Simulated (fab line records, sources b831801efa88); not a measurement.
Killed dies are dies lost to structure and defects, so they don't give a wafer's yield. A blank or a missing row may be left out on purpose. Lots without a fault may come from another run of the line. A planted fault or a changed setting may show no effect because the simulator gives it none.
A struck lot beside a sound one | flow sky130 | 29 steps out of a route of 708
Sound: wafers L316.1, L316.2, L316.5. Struck: wafers L312.3, L312.5, L312.6. The cause comes at the end.
At each step with rows: each side's tool, then ch and its chambers, then its first start. Under that, the readings that differ: sound wafers | struck wafers | difference of the means | sigmas: that difference in standard deviations of wafers without a fault.
alike: readings whose means differ by less than 2 such deviations, and words and numbers that are the same on both sides. not compared: withheld readings, readings that some wafer has no value for, bounds like >300 that may hide the same value, and numbers for which the record gives no deviation and whose values overlap.
The two part at a step that has a row with sigmas, a row that says differs or no value, or rows on one side only. Numbers that don't overlap but have no deviation are shown without sigmas and don't part them. A reading that every wafer of one side lacks parts them only if that side has two wafers or more.

SKY_POLY_GATE_CD_MEAS_13: target cd 150 nm.
  sound on cd_sem-02, day 22 17:14; struck on cd_sem-02, day 21 07:09
  alike: cd_nm
SKY_POLY_GATE_OVL_MEAS_14:
  sound on overlay-02, day 22 17:21; struck on overlay-02, day 21 07:14
  alike: POLY_GATE_OVL
SKY_POLY_GATE_ETCH_15: etches BARC in N2/H2, stops on SiO2, time 118.5 s, target depth 110 nm.
  sound on rie_diel-04 ch 0,2, day 22 17:23; struck on rie_diel-01 ch 0,3, day 21 07:16
  alike: drypump_motor_current_A, oes_product_au, throttle_valve_pct
  not compared: rf_hours_counter_h
SKY_POLY_GATE_ETCH_16: etches Si3N4 in CH3F/O2, stops on poly-Si, time 147.5 s, target depth 75 nm.
  sound on rie_diel-04 ch 0,2, day 22 17:28; struck on rie_diel-01 ch 0,3, day 21 07:21
  reading               | sound             | struck            | difference | sigmas
  oes_product_au (a.u.) | 0.645 0.646 0.639 | 0.625 0.633 0.636 | -0.012     | -2
  alike: drypump_motor_current_A, throttle_valve_pct
  not compared: rf_hours_counter_h
SKY_POLY_GATE_ETCH_17: etches poly-Si in HBr/Cl2, stops on SiO2, target depth 180 nm, time 70.5 s.
  sound on rie_si-01 ch 2,3, day 22 17:34; struck on rie_si-02 ch 1,2,3, day 21 07:27
  alike: HBr_flow_sccm, drypump_motor_current_A, oes_product_au, throttle_valve_pct
  not compared: rf_hours_counter_h
SKY_POLY_GATE_STRIP_18: strips in O2/N2.
  sound on plasma_asher-03 ch 0,1, day 22 17:37; struck on plasma_asher-04 ch 0,1, day 21 07:32
  alike: drypump_motor_current_A, oes_product_au, strip_time_to_endpoint_s
  not compared: rf_hours_counter_h
then, 2 steps without rows for these wafers: SKY_POLY_GATE_CLEAN_19 (cleans in SC1/SC2, time 150 s); SKY_POLY_GATE_OXIDATION_20 (stabilise 600 s, purge 300 s, target thk 4 nm).
SKY_POLY_GATE_THK_MEAS_21:
  sound on film_metro-01, day 22 19:01; struck on film_metro-03, day 21 08:56
  alike: POLY_GATE_OXIDATION_THK
SKY_POLY_GATE_CD_MEAS_22:
  sound on cd_sem-02, day 22 19:05; struck on cd_sem-02, day 21 09:02
  alike: cd_nm
then, 2 steps without rows for these wafers: SKY_LDD_N_DEHYDRATE_00 (time 60 s); SKY_LDD_N_HMDS_01 (prime time 60 s).
SKY_LDD_N_COAT_02: resist thk 300 nm.
  sound on litho_track-04 ch 0, day 23 10:28; struck on litho_track-01 ch 0, day 21 23:56
  reading                                    | sound             | struck          | difference | sigmas
  model.NOVOLAK_of_LDD_N_COAT_02.thk_nm (nm) | 300.4 299.5 300.6 | 305.6 305 305.1 | +5.1       |
then, 3 steps without rows for these wafers: SKY_LDD_N_SOFTBAKE_03 (time 60 s); SKY_LDD_N_EXPOSE_04 (exposes mask NTM, target cd 840 nm); SKY_LDD_N_PEB_05.
SKY_LDD_N_DEVELOP_06: develop time 60 s.
  sound on litho_track-04 ch 0, day 24 01:43; struck on litho_track-04 ch 0, day 22 15:16
  reading                                    | sound           | struck            | difference | sigmas
  model.NOVOLAK_of_LDD_N_COAT_02.thk_nm (nm) | 300 299.1 300.2 | 305.2 304.6 304.7 | +5.1       |
  alike: developer_temp_C
SKY_LDD_N_OVL_MEAS_07:
  sound on overlay-02, day 24 01:52; struck on overlay-02, day 22 15:23
  alike: LDD_N_OVL
then, 8 steps without rows for these wafers: SKY_LDD_N_IMPLANT_08; SKY_LDD_N_IMPLANT_09; SKY_LDD_N_IMPLANT_10; SKY_LDD_N_IMPLANT_11; SKY_LDD_N_IMPLANT_12; SKY_LDD_N_IMPLANT_13; SKY_LDD_N_IMPLANT_14; SKY_LDD_N_IMPLANT_15.
SKY_LDD_N_STRIP_16: strips in O2/N2.
  sound on plasma_asher-04 ch 0,1, day 24 03:06; struck on plasma_asher-03 ch 0,1, day 22 16:38
  reading                      | sound             | struck            | difference | sigmas
  strip_time_to_endpoint_s (s) | 4.333 4.305 4.318 | 4.367 4.381 4.390 | +0.061     | +4
  alike: drypump_motor_current_A, oes_product_au
  not compared: rf_hours_counter_h
SKY_LDD_N_TW_MEAS_17:
  sound on film_metro-03, day 24 03:12; struck on film_metro-02, day 22 16:43
  alike: LDD_N_TW
then, 1 step without rows for these wafers: SKY_PAD_OPEN_PROBE_99.

WHERE THEY PART
First at SKY_POLY_GATE_ETCH_16; last, within this record, at SKY_LDD_N_STRIP_16. Later steps at which nothing parts them and some readings are alike: SKY_LDD_N_TW_MEAS_17.

WHY: what the simulator had put in
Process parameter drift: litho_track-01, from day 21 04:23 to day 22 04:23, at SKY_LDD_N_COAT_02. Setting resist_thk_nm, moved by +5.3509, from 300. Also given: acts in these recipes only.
